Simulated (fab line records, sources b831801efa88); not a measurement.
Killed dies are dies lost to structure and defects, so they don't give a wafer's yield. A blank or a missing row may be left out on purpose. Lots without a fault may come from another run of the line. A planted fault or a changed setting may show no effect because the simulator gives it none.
fab line records | flow sky130
record lots=11 wafers=33 last_day=50
route steps=708 shown CAP2M@604 METAL4@633 VIA4@641 PAD_OPEN@708
lots that met no fault: from a run of the same line without faults
start_h: hours from the record's first day to the start of the lot's first wafer shown | wait_h: hours since the lot's step before | " the same as in the row above | L1.1+2: a row that stands for several wafers | - no value, or no start given | * or withheld: withheld | < > ~ a bound
route shown NAME@n: a module of which the file shows steps, and the number in the route of the first | usual: mean/standard deviation of fault-free wafers | same: alike in all rows | chamber/n: place in a boat | sites: the reading at each site | _std_site: their standard deviation | _edge_site: outer sites' mean less inner sites' | radius_mm: how far each site lies from the wafer's centre | mask NAME#n: copy n | behind: the tool/chamber that last shaped the wafer | hold: why the lot was held/for how many hours/how that ended | device: the transistor (n, p or np) that didn't switch | end of line: the same wafers' tests at the end of the route | a step without rows: its recipe alone | killed: dies lost to structure and defects at the first sort, not the wafer's yield | map: a wafer's dies, x killed, . not, _ none there
set.NAME: the setting as run; set.NAME@STEP: as run at that earlier step | model.NAME: the simulator's own value behind a step, which no gauge read
steps of the route over a sample of lots; a table a step, a row a wafer
services: from which hour (start_h, from the record's first day; less than 0 if before it) a tool's chamber was out of use, for how many hours, and why
## steps
# step SKY_CAP2M_THK_MEAS_01
# recipe reads=SiO2_of_CAP2M_CVD_00
# usual CAP2M_CVD_00_THK=15.45/0.2
# columns lot.wafer tool chamber start_h wait_h CAP2M_CVD_00_THK[nm]
L804.2 film_metro-04 - 935.93 - 15.20
L804.3 " - " " 15.45
L804.6 " - " " 15.21
L805.1 film_metro-03 - 947.61 - 15.45
L805.2 " - " " 15.26
L805.5 " - " " 15.49
L806.2 film_metro-04 - 949.13 - 15.63
L806.3 " - " " 15.34
L806.6 " - " " 15.63
L810.3 film_metro-04 - 979.96 - 15.29
L810.5 " - " " 15.31
L810.6 " - " " 15.42
L813.4 film_metro-03 - 1006.52 - 15.55
L813.5 " - " " 15.36
L813.6 " - " " 15.31
L818.1 film_metro-01 - 1035.52 - 15.41
L818.2 " - " " 15.60
L818.6 " - " " 15.86
L819.2 film_metro-01 - 1035.77 - 15.38
L819.4 " - " " 15.62
L819.5 " - " " 15.66
L816.2 film_metro-01 - 1040.74 - 15.29
L816.4 " - " " 15.57
L816.5 " - " " 15.52
L821.4 film_metro-04 - 1047.44 - 15.32
L821.5 " - " " 15.59
L821.6 " - " " 15.55
L825.2 film_metro-03 - 1073.14 - 15.36
L825.4 " - " " 15.82
L825.6 " - " " 15.73
L826.2 film_metro-01 - 1077.73 - 15.27
L826.4 " - " " 15.72
L826.5 " - " " 15.65
# step SKY_CAP2M_OVL_MEAS_12
# usual CAP2M_OVL=-0.4/1.3
# columns lot.wafer tool chamber start_h wait_h CAP2M_OVL[nm]
L804.2 overlay-02 - 959.98 0.1 -0.6
L804.3 " - " " 1.6
L804.6 " - " " 0.0
L805.1 overlay-02 - 971.72 0.1 -1.6
L805.2 " - " " 1.0
L805.5 " - " " 1.3
L806.2 overlay-02 - 973.94 0.1 -0.1
L806.3 " - " " 0.3
L806.6 " - " " 0.8
L810.3 overlay-02 - 1003.39 0.1 -1.2
L810.5 " - " " -0.8
L810.6 " - " " -2.2
L813.4 overlay-01 - 1029.55 0.1 -1.9
L813.5 " - " " -1.2
L813.6 " - " " -2.1
L818.1 overlay-02 - 1056.68 0.1 -0.2
L818.2 " - " " -0.5
L818.6 " - " " -0.3
L819.2 overlay-01 - 1057.53 0.1 -2.5
L819.4 " - " " -3.7
L819.5 " - " " -2.8
L816.2 overlay-01 - 1062.48 0.1 0.5
L816.4 " - " " -0.8
L816.5 " - " " -0.4
L821.4 overlay-02 - 1068.75 0.1 1.4
L821.5 " - " " 1.1
L821.6 " - " " 1.9
L825.2 overlay-02 - 1093.58 0.1 -0.3
L825.4 " - " " -1.9
L825.6 " - " " -0.8
L826.2 overlay-02 - 1097.78 0.1 1.7
L826.4 " - " " -0.3
L826.5 " - " " -0.6
# step SKY_METAL4_ETCH_17
# recipe target=SiO2 stop_on=TiN chemistry=C4F8/O2/Ar source_w=1500 bias_w=1200 pressure_mtorr=40 c4f8_flow_sccm=withheld O2_flow_sccm=6 Ar_flow_sccm=300 time_s=3.9 target_depth_a=150
# usual oes_product_au=0.754/0.0063 rf_fwd_power_W=1470/7.5
# columns lot.wafer tool chamber start_h wait_h oes_product_au rf_fwd_power_W rf_hours_counter_h
L804.2 rie_diel-01 0 984.76 0.1 0.753 1457 11
L804.3 " 1 " " 0.749 1481 16
L804.6 " 0 " " 0.750 1460 -
L805.1 rie_diel-01 1 996.31 0.1 0.756 1481 17
L805.2 " 0 " " 0.751 1462 12
L805.5 " 3 " " 0.761 1456 -
L806.2 rie_diel-01 3 998.07 0.1 0.750 1467 12
L806.3 " 2 " " 0.756 1481 21
L806.6 " 3 " " 0.755 1470 -
L810.3 rie_diel-03 1 1026.16 0.0 0.744 1456 13
L810.5 " 2 " " 0.749 1465 -
L810.6 " 3 " " 0.752 1473 -
L813.4 rie_diel-01 0 1052.94 0.1 0.748 1469 14
L813.5 " 0 " " 0.753 1465 -
L813.6 " 3 " " 0.754 1462 -
L818.1 rie_diel-02 3 1079.44 0.2 0.755 1459 18
L818.2 " 0 " " 0.759 1458 23
L818.6 " 1 " " 0.766 1468 -
L819.2 rie_diel-01 0 1079.79 0.1 0.750 1470 14
L819.4 " 2 " " 0.752 1472 23
L819.5 " 2 " " 0.752 1474 -
L816.2 rie_diel-02 2 1084.31 0.1 0.745 1481 15
L816.4 " 1 " " 0.757 1472 9
L816.5 " 3 " " 0.760 1466 -
L821.4 rie_diel-03 0 1090.22 0.0 0.744 1471 -
L821.5 " 2 " " 0.762 1465 -
L821.6 " 1 " " 0.753 1465 -
L825.2 rie_diel-01 2 1114.81 0.1 0.756 1479 25
L825.4 " 1 " " 0.752 1472 20
L825.6 " 1 " " 0.771 1478 -
L826.2 rie_diel-03 0 1118.96 0.1 0.747 1475 3
L826.4 " 3 " " 0.764 1471 1
L826.5 " 2 " " 0.756 1458 -
# step SKY_VIA4_CMP_02
# recipe material=SiO2 down_force_psi=4 platen_rpm=60 pad_velocity_m_s=0.94248
# usual edge_zone_pressure_frac=1.000/0.0049 head_pressure_psi=4.000/0.0085 motor_current_A=12.0/1.8 platen_rpm=60.00/0.05
# columns lot.wafer tool chamber start_h wait_h edge_zone_pressure_frac head_pressure_psi motor_current_A platen_rpm
L804.2 cmp-02 1 985.84 0.1 0.997 4.002 13.1 59.98
L804.3 " 2 " " 1.000 3.992 13.8 59.97
L804.6 " 0 " " 0.996 4.011 11.2 60.06
L805.1 cmp-02 3 997.47 0.1 0.998 3.997 13.6 59.99
L805.2 " 0 " " 1.004 3.994 11.1 60.04
L805.5 " 3 " " 0.997 3.999 13.6 59.99
L806.3 cmp-02 1 999.13 0.0 0.998 3.999 13.6 60.00
L806.2 " 0 " " 1.004 4.011 11.1 60.02
L806.6 " 1 " " 0.997 4.002 13.4 60.00
L810.3 cmp-01 3 1027.24 0.1 0.995 3.999 9.2 60.03
L810.6 " 2 " " 0.994 3.991 13.9 60.03
L810.5 " 3 " " 0.996 4.012 8.6 60.04
L813.4 cmp-01 3 1054.02 0.1 0.997 3.996 9.3 59.97
L813.6 " 2 " " 1.004 4.002 14.2 60.05
L813.5 " 3 " " 0.992 3.995 9.5 59.93
L818.2 cmp-01 2 1080.57 0.1 1.009 4.005 13.3 60.06
L818.1 " 0 " " 1.000 4.003 9.6 60.11
L818.6 " 1 " " 0.996 3.998 13.4 60.07
L819.4 cmp-01 3 1081.01 0.1 - - - -
L819.2 " 0 " " - - - -
L819.5 " 2 " " - - - -
L816.2 cmp-01 3 1085.66 0.3 - - - -
L816.4 " 0 " " - - - -
L816.5 " 2 " " - - - -
L821.4 cmp-02 1 1091.43 0.1 0.995 3.981 13.3 60.02
L821.6 " 3 " " 1.003 3.999 13.1 60.09
L821.5 " 0 " " 0.997 4.006 11.4 60.03
L825.2 cmp-01 0 1115.89 0.1 0.997 4.006 10.2 59.95
L825.4 " 1 " " 0.999 4.006 13.9 60.01
L825.6 " 3 " " 0.996 3.992 9.5 59.98
L826.4 cmp-01 0 1120.09 0.1 1.002 3.984 9.2 59.95
L826.2 " 1 " " 1.009 4.014 12.5 59.98
L826.5 " 2 " " 1.004 4.007 14.4 60.02
# step SKY_VIA4_BOW_MEAS_03
# recipe mode=bow
# usual VIA4_BOW=81/7
# columns lot.wafer tool chamber start_h wait_h VIA4_BOW[um]
L804.2 film_metro-03 - 986.11 0.2 63
L804.3 " - " " 88
L804.6 " - " " 81
L805.1 film_metro-01 - 997.72 0.2 80
L805.2 " - " " 80
L805.5 " - " " 75
L806.2 film_metro-02 - 999.45 0.1 91
L806.3 " - " " 99
L806.6 " - " " 94
L810.3 film_metro-03 - 1027.53 0.2 79
L810.5 " - " " 78
L810.6 " - " " 84
L813.4 film_metro-03 - 1054.33 0.3 77
L813.5 " - " " 64
L813.6 " - " " 74
L818.1 film_metro-01 - 1080.82 0.1 79
L818.2 " - " " 90
L818.6 " - " " 84
L819.2 film_metro-01 - 1081.23 0.1 146
L819.4 " - " " 139
L819.5 " - " " 136
L816.2 film_metro-01 - 1085.93 0.2 137
L816.4 " - " " 148
L816.5 " - " " 139
L821.4 film_metro-03 - 1091.69 0.2 68
L821.5 " - " " 80
L821.6 " - " " 86
L825.2 film_metro-01 - 1116.16 0.2 98
L825.4 " - " " 83
L825.6 " - " " 82
L826.2 film_metro-03 - 1120.31 0.1 95
L826.4 " - " " 76
L826.5 " - " " 84
# step SKY_VIA4_ETCH_12
# recipe target=SiO2 chemistry=C4F8/O2/Ar stop_on=TiN mask_material=NOVOLAK source_w=1500 bias_w=1200 pressure_mtorr=40 c4f8_flow_sccm=withheld O2_flow_sccm=6 Ar_flow_sccm=300 time_s=withheld target_depth_a=5800
# usual oes_product_au=0.926/0.005 rf_fwd_power_W=1491/5.8
# columns lot.wafer tool chamber start_h wait_h oes_product_au rf_fwd_power_W
L804.2 rie_diel-01 3 1008.57 0.0 0.922 1493
L804.3 " 0 " " 0.924 1484
L804.6 " 1 " " 0.928 1498
L805.1 rie_diel-04 2 1020.46 0.0 0.934 1500
L805.2 " 3 " " 0.927 1483
L805.5 " 3 " " 0.924 1483
L806.2 rie_diel-03 1 1021.77 0.0 0.933 1481
L806.3 " 2 " " 0.936 1484
L806.6 " 0 " " 0.926 1504
L810.3 rie_diel-04 1 1049.46 0.0 0.927 1479
L810.5 " 0 " " 0.929 1494
L810.6 " 1 " " 0.925 1488
L813.4 rie_diel-01 3 1075.51 0.0 0.913 1496
L813.5 " 0 " " 0.919 1489
L813.6 " 1 " " 0.927 1496
L818.1 rie_diel-04 1 1101.37 0.0 0.922 1487
L818.2 " 0 " " 0.920 1495
L818.6 " 0 " " 0.920 1491
L819.2 rie_diel-01 2 1101.56 0.0 1.662 1493
L819.4 " 3 " " 1.654 1491
L819.5 " 3 " " 1.667 1485
L816.2 rie_diel-04 1 1106.42 0.0 1.630 1495
L816.4 " 3 " " 1.606 1479
L816.5 " 3 " " 1.617 1488
L821.4 rie_diel-04 2 1111.87 0.0 0.929 1498
L821.5 " 2 " " 0.931 1493
L821.6 " 1 " " 0.928 1493
L825.2 rie_diel-01 0 1134.96 0.0 0.928 1488
L825.4 " 3 " " 0.926 1493
L825.6 " 0 " " 0.925 1490
L826.2 rie_diel-03 3 1138.76 0.0 0.917 1490
L826.4 " 0 " " 0.936 1499
L826.5 " 0 " " 0.922 1496
# step SKY_PAD_OPEN_PROBE_99
# usual defect_limited_yield=82.4/2.2 killed_at_M0_to_M3=44/7.7 killed_at_M4_up=3.2/1.7 killed_at_contacts=24/5.3 killed_at_front_end=15/4.3 killed_at_other=0.3/0.57 killed_dies=87/11 killed_on_rim=17/3.8 killed_open=47/7.4 killed_short=40/6.5 sort_bin_3_pad_short=0.8/0.4 sort_bin_5_function=10.5/1.6 sort_bin_6_memory=6.3/1.2 sort_n_pass=405/11 sort_yield_pct=82.4/2.2
# same gross_dies=492 killed_at_back_side=0 sort_bin_4_leakage[%]=0 sort_bin_8_speed[%]=0
# columns lot.wafer tool chamber start_h wait_h defect_limited_yield[%] killed_at_M0_to_M3 killed_at_M4_up killed_at_contacts killed_at_front_end killed_at_other killed_dies killed_on_rim killed_open killed_short sort_bin_3_pad_short[%] sort_bin_5_function[%] sort_bin_6_memory[%] sort_n_pass sort_yield_pct[%]
L804.2 prober-01 - 1079.24 0.1 81.3 51 7 16 16 2 92 19 49 40 0.4 11.2 7.1 400 81.3
L804.3 prober-01 - 1079.29 0.2 79.9 61 2 25 11 0 99 25 50 48 0.8 12.2 7.1 393 79.9
L804.6 prober-01 - 1079.44 0.2 82.5 51 2 16 15 2 86 20 37 45 0.6 9.8 7.1 406 82.5
L805.1 prober-02 - 1090.73 0.1 82.9 43 2 25 14 0 84 16 43 41 0.8 11.2 5.1 408 82.9
L805.2 prober-02 - 1090.78 0.1 82.7 45 4 24 12 0 85 18 48 36 0.6 10.4 6.3 407 82.7
L805.5 prober-02 - 1090.93 0.2 83.3 42 3 23 13 1 82 17 42 39 0 11.6 5.1 410 83.3
L806.2 prober-01 - 1091.25 0.1 84.6 39 1 29 6 1 76 14 41 35 0.2 7.9 7.3 416 84.6
L806.3 prober-01 - 1091.30 0.2 81.1 39 4 29 20 1 93 13 45 48 1.0 11.6 6.3 399 81.1
L806.6 prober-01 - 1091.45 0.2 78.3 58 6 25 18 0 107 20 57 50 1.2 14.2 6.3 385 78.3
L813.4 prober-02 - 1138.97 0.2 82.1 42 3 29 14 0 88 19 47 41 1.0 11.2 5.7 404 82.1
L813.5 prober-02 - 1139.02 0.2 77.6 67 3 27 11 2 110 14 56 52 1.2 14.6 6.5 382 77.6
L813.6 prober-02 - 1139.07 0.2 85.2 40 5 20 8 0 73 13 36 37 0.8 9.1 4.9 419 85.2
L819.2 prober-01 - 1162.73 0.1 0 46 401 25 19 1 492 96 43 55 0.6 92.9 6.5 0 0
L819.4 prober-01 - 1162.83 0.2 0 53 410 22 7 0 492 96 52 39 0.8 90.7 8.5 0 0
L819.5 prober-01 - 1162.88 0.2 0 37 411 32 11 1 492 96 45 37 0.4 92.3 7.3 0 0
L816.2 prober-02 - 1167.94 0.1 0 42 408 27 15 0 492 96 43 44 0.6 93.5 5.9 0 0
L816.4 prober-02 - 1168.04 0.2 0 35 424 22 11 0 492 96 41 27 0.8 95.3 3.9 0 0
L816.5 prober-02 - 1168.09 0.2 0 46 412 23 11 0 492 96 43 41 1.2 93.1 5.7 0 0
# killed by level:class
L804.2 VIA1:geometric_particle:open=11 VIA2:geometric_particle:open=8 METAL2:geometric_particle:short=8 FIELD_ISO:geometric_particle:open=6 CONTACT:geometric_particle:open=6 VIA2:geometric_particle:short=6 VIA3:geometric_particle:open=6 POLY_GATE:geometric_particle:open=5
L804.3 VIA1:geometric_particle:open=14 VIA3:geometric_particle:open=8 CONTACT:geometric_particle:open=7 VIA1:geometric_particle:short=7 LI_CONTACT:geometric_particle:open=6 METAL2:geometric_particle:short=6 METAL3:geometric_particle:short=6 FIELD_ISO:geometric_particle:open=5
L804.6 VIA1:geometric_particle:open=12 METAL1:geometric_particle:short=9 METAL3:geometric_particle:short=8 VIA2:geometric_particle:open=7 CONTACT:geometric_particle:open=6 FIELD_ISO:geometric_particle:short=5 LOCAL_INTERCONNECT:geometric_particle:short=4 CONTACT:geometric_particle:short=4
L805.1 METAL1:geometric_particle:short=10 CONTACT:geometric_particle:open=9 VIA1:geometric_particle:open=8 LI_CONTACT:geometric_particle:open=6 METAL2:geometric_particle:short=5 CONTACT:geometric_particle:short=5 VIA2:geometric_particle:open=4 VIA1:geometric_particle:short=4
L805.2 VIA1:geometric_particle:open=10 CONTACT:geometric_particle:open=9 VIA3:geometric_particle:open=8 METAL1:geometric_particle:short=6 LI_CONTACT:geometric_particle:open=5 LOCAL_INTERCONNECT:geometric_particle:short=5 VIA1:geometric_particle:short=5 VIA2:geometric_particle:open=5
L805.5 CONTACT:geometric_particle:open=11 LI_CONTACT:geometric_particle:open=8 VIA1:geometric_particle:open=7 METAL2:geometric_particle:short=6 VIA2:geometric_particle:open=6 FIELD_ISO:geometric_particle:short=5 VIA3:geometric_particle:short=5 METAL1:geometric_particle:short=4
L806.2 CONTACT:geometric_particle:open=9 LI_CONTACT:geometric_particle:open=8 VIA1:geometric_particle:open=8 METAL2:geometric_particle:short=7 VIA2:geometric_particle:open=6 CONTACT:geometric_particle:short=5 VIA2:geometric_particle:short=5 LOCAL_INTERCONNECT:geometric_particle:short=4
L806.3 LI_CONTACT:geometric_particle:open=7 CONTACT:geometric_particle:open=7 CONTACT:geometric_particle:short=7 FIELD_ISO:geometric_particle:open=6 VIA1:geometric_particle:short=6 METAL2:geometric_particle:short=6 METAL3:geometric_particle:short=6 FIELD_ISO:geometric_particle:short=5
L806.6 VIA1:geometric_particle:open=12 CONTACT:geometric_particle:open=11 METAL1:geometric_particle:short=9 METAL2:geometric_particle:short=8 VIA2:geometric_particle:open=8 LI_CONTACT:geometric_particle:open=7 VIA1:geometric_particle:short=6 FIELD_ISO:geometric_particle:open=5
L813.4 VIA1:geometric_particle:open=14 CONTACT:geometric_particle:open=12 VIA2:geometric_particle:open=7 METAL1:geometric_particle:short=6 POLY_GATE:geometric_particle:short=5 LOCAL_INTERCONNECT:geometric_particle:short=5 LI_CONTACT:geometric_particle:open=4 LI_CONTACT:geometric_particle:short=4
L813.5 VIA1:geometric_particle:open=17 VIA1:geometric_particle:short=10 CONTACT:geometric_particle:open=9 METAL1:geometric_particle:short=9 LI_CONTACT:geometric_particle:open=7 VIA3:geometric_particle:open=6 METAL3:geometric_particle:short=5 METAL2:geometric_particle:short=5
L813.6 METAL1:geometric_particle:short=8 VIA1:geometric_particle:open=8 VIA2:geometric_particle:open=7 CONTACT:geometric_particle:open=6 METAL2:geometric_particle:short=5 CONTACT:geometric_particle:short=5 VIA1:geometric_particle:short=5 LOCAL_INTERCONNECT:geometric_particle:short=4
L819.2 VIA4:area_cmp=393 CONTACT:geometric_particle:open=8 CONTACT:geometric_particle:short=7 VIA2:geometric_particle:open=7 METAL4:geometric_particle:short=7 METAL1:geometric_particle:short=6 VIA1:geometric_particle:open=6 FIELD_ISO:geometric_particle:open=5
L819.4 VIA4:area_cmp=401 VIA3:geometric_particle:open=12 METAL1:geometric_particle:short=9 VIA1:geometric_particle:open=9 LI_CONTACT:geometric_particle:open=7 METAL4:geometric_particle:short=6 CONTACT:geometric_particle:open=5 CONTACT:geometric_particle:short=5
L819.5 VIA4:area_cmp=410 CONTACT:geometric_particle:open=13 VIA1:geometric_particle:open=8 LI_CONTACT:geometric_particle:short=7 VIA2:geometric_particle:open=7 LOCAL_INTERCONNECT:geometric_particle:short=6 VIA2:geometric_particle:short=5 VIA3:geometric_particle:open=4
L816.2 VIA4:area_cmp=405 VIA1:geometric_particle:open=8 CONTACT:geometric_particle:open=8 LOCAL_INTERCONNECT:geometric_particle:short=7 METAL1:geometric_particle:short=7 VIA2:geometric_particle:open=6 LI_CONTACT:geometric_particle:open=5 METAL2:geometric_particle:short=5
L816.4 VIA4:area_cmp=424 LI_CONTACT:geometric_particle:open=10 VIA1:geometric_particle:open=10 CONTACT:geometric_particle:open=7 POLY_GATE:geometric_particle:short=5 METAL3:geometric_particle:short=5 POLY_GATE:geometric_particle:open=4 VIA3:geometric_particle:open=4
L816.5 VIA4:area_cmp=408 VIA3:geometric_particle:open=10 VIA1:geometric_particle:open=9 VIA1:geometric_particle:short=8 CONTACT:geometric_particle:open=7 LI_CONTACT:geometric_particle:open=6 POLY_GATE:geometric_particle:open=5 LI_CONTACT:geometric_particle:short=4
## services
# columns tool chamber start_h hours kind
rie_diel-02 - 972.40 41.5 repair
rie_diel-04 2 974.19 9.8 repair
rie_diel-01 3 980.28 5.1 repair
rie_diel-02 - 980.28 0.2 repair
rie_diel-04 0 981.65 4.8 repair
cmp-02 - 1024.54 0.4 repair
cmp-02 - 1026.81 3.0 repair
rie_diel-04 1 1031.67 3.5 repair
cmp-01 - 1034.50 0.5 repair
rie_diel-04 3 1035.45 10.4 repair
rie_diel-02 0 1037.10 9.4 repair
cmp-01 - 1037.71 2.5 repair
rie_diel-02 3 1045.98 4.2 repair
rie_diel-01 - 1063.24 2.8 pm
rie_diel-04 - 1076.99 2.8 pm
rie_diel-03 1 1080.54 6.2 repair
cmp-02 - 1084.68 4.0 pm
rie_diel-04 1 1101.58 2.8 repair
cmp-01 - 1107.04 7.4 repair
rie_diel-03 0 1114.23 3.0 repair
rie_diel-02 - 1125.82 2.8 pm
rie_diel-04 1 1127.64 18.7 repair
rie_diel-01 - 1131.38 0.2 repair
rie_diel-04 3 1137.37 12.0 repair
## key
first_sign step=SKY_VIA4_CMP_02 reading=tool_record direction=missing
effect step=SKY_VIA4_BOW_MEAS_03 reading=VIA4_BOW direction=up sigmas=8.6 usual=81 struck=141
effect step=SKY_VIA4_ETCH_12 reading=oes_product_au direction=up sigmas=99+ usual=0.926 struck=1.639
effect step=SKY_PAD_OPEN_PROBE_99 reading=killed_at_M4_up direction=up sigmas=99+ usual=3.2 struck=411
more_kills_born_at SKY_VIA4_CMP_02@cmp-01=2441
met_at SKY_VIA4_CMP_02
struck_lots L816,L819
later_rows_left_out L816.2,L816.4,L816.5,L819.2,L819.4,L819.5
not_acting_at SKY_CAP2M_THK_MEAS_01,SKY_CAP2M_OVL_MEAS_12,SKY_METAL4_ETCH_17
onset_between 1080.57 1081.01
fault kind=skipped_step_whole tool=cmp-01 chamber=- onset_h=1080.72 steps=SKY_VIA4_CMP_02 scope=struck_lots_only
# later_rows_left_out: the simulator's readings of these wafers behind a module that went badly wrong aren't trusted and aren't shown, but for the sort
